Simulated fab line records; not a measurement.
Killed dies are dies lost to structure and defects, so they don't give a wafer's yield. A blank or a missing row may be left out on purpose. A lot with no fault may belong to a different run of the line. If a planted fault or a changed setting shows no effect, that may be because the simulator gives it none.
Comparing a struck lot with a sound one ; flow sky130 ; 15 steps out of a route of 708
Sound: the wafers L714.2, L714.4, L714.6. Struck: wafers L709.1, L709.2, L709.4. Last of all comes the cause.
Each step with rows lists, per side, the tool, then ch with its chambers, then its first start. Under that, the readings that differ: sound wafers ; struck wafers ; difference of the means ; sigmas: that difference in standard deviations of wafers without a fault.
alike: readings with means less than 2 such deviations apart, plus words and numbers identical on both sides. not compared: withheld readings, readings lacking a value on some wafer, bounds such as >300 that could conceal the same value, and numbers that have no deviation in the record and whose values overlap.
The two part at a step that has a row with sigmas, a row that says differs or no value, or rows on one side only. Non-overlapping numbers with no deviation appear without sigmas and do not part them. Lack of a reading on every wafer of one side parts them only where that side has two or more wafers.

first, 2 steps without rows for these wafers: SKY_VIA3_CLEAN_18 (cleans in IPA, time 180 s); SKY_VIA3_CLEAN_19 (cleans in O3/DIW).
SKY_VIA3_SPUTTER_20: material TiN, target thk 20 nm, time 80 s.
  sound on pvd sputter-03 at day 45 14:53; struck on pvd sputter-03 at day 45 01:31
  alike: throttle valve pct
SKY_VIA3_CVD_21: deposits W, target thk 390 nm, time 117.31 s.
  sound on cvd w-02 ch 0,1, day 45 14:56; struck on cvd w-01 ch 0,1, day 45 01:34
  alike: chamber pressure Torr, heater power outer w, heater power w
SKY_VIA3_RS_MEAS_22: a four-point-probe measurement.
  sound on film metro-02 at day 45 15:05; struck on film metro-01 at day 45 01:41
  alike: VIA3_W_RS
SKY_VIA3_THK_MEAS_23: measures by xrf.
  sound on film metro-02 at day 45 15:11; struck on film metro-01 at day 45 01:49
  alike: VIA3_W_THK
then, 1 step without rows for these wafers: SKY_VIA3_CMP_24 (polishes, stops on SiO2, t overpolish 20 s, target thk 0 nm).
SKY_METAL4_SPUTTER_00: material Ti, target thk 15 nm, time 10 s.
  sound on pvd sputter-03 at day 45 15:32; struck on pvd sputter-04 at day 45 02:10
  alike: throttle valve pct
then, 2 steps without rows for these wafers: SKY_METAL4_SPUTTER_01 (material TiN, target thk 20 nm, time 16.7 s); SKY_METAL4_SPUTTER_02 (material AlCu, target thk 735 nm, time 39.1 s).
SKY_METAL4_SPUTTER_03: material Ti, target thk 5 nm, time 3.3 s.
  sound on pvd sputter-03 at day 45 15:38; struck on pvd sputter-04 at day 45 02:16
  alike: throttle valve pct
then, 1 step without rows for these wafers: SKY_METAL4_SPUTTER_04 (material TiN, target thk 70 nm, time 58.3 s).
SKY_CAP2M_CVD_00: deposits SiO2, target thk 15.5 nm.
  sound on pecvd-01 ch 0,2, day 45 15:42; struck on pecvd-02 ch 0,1,2, day 45 02:19
  no value came back on the struck wafers for heater power outer w (W), heater power w (W); on the sound wafers heater power outer w (W) reads 373 380 445
SKY_CAP2M_SPUTTER_02: material TiN, target thk 200 nm, time 166.7 s.
  sound on pvd sputter-04 at day 45 15:47; struck on pvd sputter-02 at day 45 02:25
  alike: throttle valve pct
-- the record jumps here: 5 days lie between the struck wafers' starts before and after (it left off in module CAP2M and takes up again in module PAD_OPEN, whose first step shown is number 708 of the route) --
SKY_PAD_OPEN_PROBE_99:
  sound on prober-01 at day 50 16:23; struck on prober-01 at day 50 05:07
reading;sound;struck;difference;sigmas
defect limited yield (%);80.5 80.7 82.5;0 0 0;-81;-43
killed at other;0 0 0;394 413 422;+410;+99 or more
killed dies;96 95 86;492 492 492;+400;+43
killed on rim;26 15 18;96 96 96;+76;+21
sort_bin_5_function (%);11.6 12.0 10.0;91.1 93.7 93.5;+81.6;+58
sort n pass;396 396 403;0 0 0;-398;-36
sort yield pct (%);80.5 80.5 81.9;0 0 0;-81;-37
  alike: killed_at_M0_to_M3, killed_at_M4_up, killed at contacts, killed at front end, killed open, killed short, sort_bin_3_pad_short, sort_bin_6_memory, sort_bin_8_speed

## WHERE THEY PART
At SKY_CAP2M_CVD_00 first; at SKY_PAD_OPEN_PROBE_99 last (within this record only).

WHY: what had been put in by the simulator
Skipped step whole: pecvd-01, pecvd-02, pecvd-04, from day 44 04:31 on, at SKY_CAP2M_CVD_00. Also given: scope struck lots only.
